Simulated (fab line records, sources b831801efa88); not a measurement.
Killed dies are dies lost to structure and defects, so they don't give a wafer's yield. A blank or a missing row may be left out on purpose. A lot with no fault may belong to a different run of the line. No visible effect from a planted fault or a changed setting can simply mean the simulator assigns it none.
Split-lot study	flow sky130	23 wafers read from 5 lots, route of 708 steps

## SPLIT DETAILS
At SKY_FIELD_ISO_CVD_03 (deposits Si3N4 from DCS/NH3, target thk 165 nm, time 2830 s), the setting temp-c was moved away from the recipe's 770 C on 20 of the 23 wafers read, by -2.5% to +2.4%. For the rest of the wafers, this setting stayed at what the recipe calls for.

## FROM THE SPLIT TO THE READING: what the file shows between them, 5 steps
- SKY_FIELD_ISO_THK_MEAS_04
- SKY_FIELD_ISO_EXPOSE_10: exposes mask FOM, target cd 150 nm (also split here: dose-mj)
- SKY_FIELD_ISO_PEB_11
- SKY_FIELD_ISO_DEVELOP_12: develop time 60 s
- SKY_FIELD_ISO_CD_MEAS_13: target cd 150 nm

## THE READING
oes-product-au, in a.u., at SKY_FIELD_ISO_ETCH_15 (etches the open film in CHF3/O2, stops on Si, target depth 180 nm, time 72 s). On this fab line, fault-free wafers typically give 0.947 a.u. with a standard deviation of 0.0077 a.u.

wafer	tool, chamber at the split	temp-c as run, C	against the recipe	oes-product-au, a.u.	against lot-mates on the recipe
L075.1	-, -	783.2	+1.7%	1.020	no lot-mate on the recipe
L075.2	-, -	783.2	+1.7%	1.000	no lot-mate on the recipe
L075.3	-, -	783.2	+1.7%	0.994	no lot-mate on the recipe
L075.5	-, -	783.2	+1.7%	1.006	no lot-mate on the recipe
L075.6	-, -	783.2	+1.7%	0.989	no lot-mate on the recipe
L076.2	-, -	756.8	-1.7%	0.807	no lot-mate on the recipe
L076.3	-, -	756.8	-1.7%	0.823	no lot-mate on the recipe
L076.4	-, -	756.8	-1.7%	0.812	no lot-mate on the recipe
L076.5	-, -	756.8	-1.7%	0.823	no lot-mate on the recipe
L076.6	-, -	756.8	-1.7%	0.821	no lot-mate on the recipe
L079.3	lpcvd-02, 0	770	recipe	0.950	-
L079.5	lpcvd-02, 0	770	recipe	0.947	-
L079.6	lpcvd-02, 0	770	recipe	0.947	-
L082.1	-, -	750.9	-2.5%	0.769	no lot-mate on the recipe
L082.2	-, -	750.9	-2.5%	0.763	no lot-mate on the recipe
L082.3	-, -	750.9	-2.5%	0.763	no lot-mate on the recipe
L082.4	-, -	750.9	-2.5%	0.770	no lot-mate on the recipe
L082.5	-, -	750.9	-2.5%	0.768	no lot-mate on the recipe
L084.1	-, -	788.4	+2.4%	0.985	no lot-mate on the recipe
L084.2	-, -	788.4	+2.4%	0.957	no lot-mate on the recipe
L084.4	-, -	788.4	+2.4%	0.993	no lot-mate on the recipe
L084.5	-, -	788.4	+2.4%	1.002	no lot-mate on the recipe
L084.6	-, -	788.4	+2.4%	0.975	no lot-mate on the recipe

FIT RESULTS
A straight line over all 23 wafers: oes-product-au changes by +0.0476 a.u. for each +1% of temp-c; r = +0.96; the points scatter about the line by 0.029 a.u.
Too few moved wafers have a lot-mate on the recipe to fit a line with each lot's own level taken away.

## THE WHOLE CHAIN: every reading that the file lists as answering this split, in the file's order
step	what it does	reading	change (the file's fit)	r (the file's)
SKY_FIELD_ISO_CVD_03	deposits Si3N4 from DCS/NH3, target thk 165 nm, time 2830 s	Si3N4_of_FIELD_ISO_CVD_03.thk-nm (the simulator's own value, which no gauge read)	+24.8 nm for each +1% of the setting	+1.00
SKY_FIELD_ISO_THK_MEAS_04		FIELD_ISO_CVD_03_THK	+24.8 for each +1% of the setting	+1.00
SKY_FIELD_ISO_ETCH_15	etches the open film in CHF3/O2, stops on Si, target depth 180 nm, time 72 s	oes-product-au	+0.0476 a.u. for each +1% of the setting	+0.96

## THE FILE'S OWN FIT
oes-product-au changes by +0.0476 a.u. for each +1% of temp-c, r = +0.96.
